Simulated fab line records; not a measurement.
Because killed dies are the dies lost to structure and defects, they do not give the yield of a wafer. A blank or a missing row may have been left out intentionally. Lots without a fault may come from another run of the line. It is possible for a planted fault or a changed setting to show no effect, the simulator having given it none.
Problem report, 8D (eight disciplines) form, completed by code :: flow sky130 :: the parts of the form that need people (team, actions taken, sign-off) are left out

## 1. THE ISSUE
CAP2M_TIN_RS at SKY_CAP2M_RS_MEAS_03 reads a mean of 8.83 ohm/sq on 6 wafers of 2 lots; wafers without a fault read 6.91 ohm/sq with a standard deviation of 0.068. That puts it +28 standard deviations away from the usual mean.
The step: measures by four-point-probe.
Earliest sighting: wafer L420.1 on film-metro-02 at day 42 01:07. Wafers with a number at this step in the record: 36, from 12 lots. The rule behind "out" and "out of limits": a value lying over 4 standard deviations away from the usual mean. The other wafers with a number count as sound.

## 2. WHAT IT IS, AND WHAT IT ISN'T
question: which readings at this step
is: CAP2M_TIN_RS
is not: -

question: which lots
is: L420, L423
is not: L412, L413, L417, L424, L425, L430, L431, L432, L434, L435

question: which wafers of those lots
is: all that have a number
is not: -

question: read on which gauges
is: film-metro-02, film-metro-04
is not: film-metro-01

question: when
is: from day 42 01:07
is not: up to then (9 sound wafers); but 21 sound wafers of L424, L425, L430, L431, L432, L434, L435 came after

## 3. THE SUSPECTS, EACH WITH WHAT RULES IT OUT
Counting: a tool at a process step up to the reading stays a suspect if it ran every lot that is out and no sound lot after the first of them.
- the gauge at SKY_CAP2M_RS_MEAS_03 is ruled out. Those wafers that are out were read across 2 gauges (film-metro-02, film-metro-04).
- pvd-sputter-01 at SKY_CAP2M_SPUTTER_02 (material TiN, target thk 200 nm, time 166.7 s): kept. It ran every lot that is out, first L420 (day 42 01:01), and no sound lot after that; its last sound lot up to then is L417 (day 41 00:48). Out on those wafers are its own readings of cathode-dc-power-W.
After counting, what remains is pvd-sputter-01 at SKY_CAP2M_SPUTTER_02.

## 4. THE CAUSE (what the simulator had put in)
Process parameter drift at SKY_CAP2M_SPUTTER_02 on pvd-sputter-01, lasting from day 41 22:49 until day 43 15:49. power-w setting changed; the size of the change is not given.
Counting left only this tool.

## 5. THE CHAIN OF EFFECTS, in route order
Rows list readings where the struck wafers' mean (over those with a number) sits beyond 3 standard deviations from the usual. Scope: only readings with a usual standard deviation given in the record; hours: median across lots of the time from each lot's start at the first step in this table that gives one to its start at this step; sigmas: change in usual standard deviations.
hours: 0
step: SKY_CAP2M_SPUTTER_02
reading: cathode-dc-power-W
usual: 6499.9 W
on struck wafers: 5172.7
change: -1327.2
sigmas: -99 or more

hours: 0
step: SKY_CAP2M_RS_MEAS_03
reading: CAP2M_TIN_RS
usual: 6.91 ohm/sq
on struck wafers: 8.83
change: +1.92
sigmas: +28

hours: 0
step: SKY_CAP2M_THK_MEAS_04
reading: CAP2M_TIN_THK
usual: 205.3 nm
on struck wafers: 161.0
change: -44.3
sigmas: -16

hours: 23
step: SKY_CAP2M_METAL_ETCH_13
reading: oes-product-au
usual: 0.941 a.u.
on struck wafers: 0.818
change: -0.123
sigmas: -18

hours: 23
step: SKY_CAP2M_METAL_ETCH_13
reading: throttle-valve-pct
usual: 21.902 %
on struck wafers: 21.983
change: +0.081
sigmas: +8.1
Process steps it contains:
- SKY_CAP2M_SPUTTER_02: material TiN, target thk 200 nm, time 166.7 s.
- SKY_CAP2M_METAL_ETCH_13: etches TiN in Cl2/BCl3, stops on SiO2, target depth 220 nm, time 62.9 s.

## 6. HOW IT WOULD HAVE BEEN CAUGHT EARLIER
Counted from the fault's start at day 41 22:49, it took 2 hours until the first out-of-limits reading at a measuring or inspecting step in this record, taken at day 42 01:07.
Tool's own readings at SKY_CAP2M_SPUTTER_02, cathode-dc-power-W: out on all struck wafers the step has rows for; an alarm limit on them would have tripped on the first.
Lots out: 2; of these, L423 started SKY_CAP2M_SPUTTER_02 on pvd-sputter-01 after day 42 01:07. Holding the tool at that time would have saved it.
